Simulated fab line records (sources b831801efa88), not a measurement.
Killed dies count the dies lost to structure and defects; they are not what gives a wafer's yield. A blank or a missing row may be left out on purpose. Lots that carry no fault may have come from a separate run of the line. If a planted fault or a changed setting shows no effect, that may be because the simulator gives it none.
The tool behind it: which one?	flow sky130	11 lots with 33 wafers sampled at 2 steps, on a route of 708 steps

WHAT THE GAUGES READ, wafer by wafer
SKY_SPACER_THK_MEAS_01.
lot	measured	on	SPACER_CVD_00_THK (nm)
L496	day 22 04:32	film-metro-01	42.8 42.8 43.1
L497	day 23 07:54	film-metro-01	42.1 42.0 42.1
L500	day 24 07:29	film-metro-04	42.5 42.9 42.6
L499	day 24 13:38	film-metro-04	43.1 43.3 43.4
L501	day 25 09:47	film-metro-04	43.4 43.7 43.3
L502	day 26 03:33	film-metro-04	43.4 43.5 43.3
L504	day 26 05:49	film-metro-02	43.3 43.1 43.3
L503	day 26 10:55	film-metro-01	43.2 43.3 42.9
L505	day 26 12:07	film-metro-01	31.8 32.0 32.3
L506	day 26 14:24	film-metro-01	31.6 31.9 31.9
L519	day 31 02:28	film-metro-01	42.8 42.6 42.8

EACH LOT AND THE TOOL THAT RAN IT (in order: tool; ch and the chambers of the sampled wafers; start)
lot	SKY_SPACER_CVD_00
L496	lpcvd-02 ch 1, day 22 02:44
L497	lpcvd-02 ch 0, day 23 06:41
L500	lpcvd-02 ch 1, day 24 06:16
L499	lpcvd-02 ch 0, day 24 12:26
L501	lpcvd-02 ch 0, day 25 08:32
L502	lpcvd-02 ch 1, day 26 02:20
L504	lpcvd-02 ch 0, day 26 04:36
L503	lpcvd-02 ch 0, day 26 09:43
L505	lpcvd-02 ch 0, day 26 10:55
L506	lpcvd-02 ch 1, day 26 13:10
L519	lpcvd-02 ch 1, day 31 01:15
- SKY_SPACER_CVD_00: deposits Si3N4 from DCS/NH3, target thk 43.1 nm, time 740 s.

THE ANSWER, worked out from the rows above alone
Rule: what is usual is taken from the lots themselves. The widest of any qualifying gaps counts: lots, ordered by their means at a reading, are off when they make up no more than a third of the lots, leave a main group of 4 or more, and stand apart from it by 3 or more times the standard deviation of that group's means. The tables above print the reading to a certain number of digits; a main group whose means all agree to those digits is not used. Also off: a lot with no number at a reading for which 4 or more lots have one. Where the step has rows for the other lots, those lots are counted as sound.
Off: at SKY_SPACER_THK_MEAS_01 (SPACER_CVD_00_THK), L505, L506. For the main group the mean is 43.0 nm and the standard deviation 0.42.
A tool fits if, at a process step before that reading, it ran every lot that is off, and no sound lot after the first of them. Those tools and the gauges at SKY_SPACER_THK_MEAS_01 are tried in the same way. No candidate that was tried fits.

WHAT WAS PUT IN BY THE SIMULATOR
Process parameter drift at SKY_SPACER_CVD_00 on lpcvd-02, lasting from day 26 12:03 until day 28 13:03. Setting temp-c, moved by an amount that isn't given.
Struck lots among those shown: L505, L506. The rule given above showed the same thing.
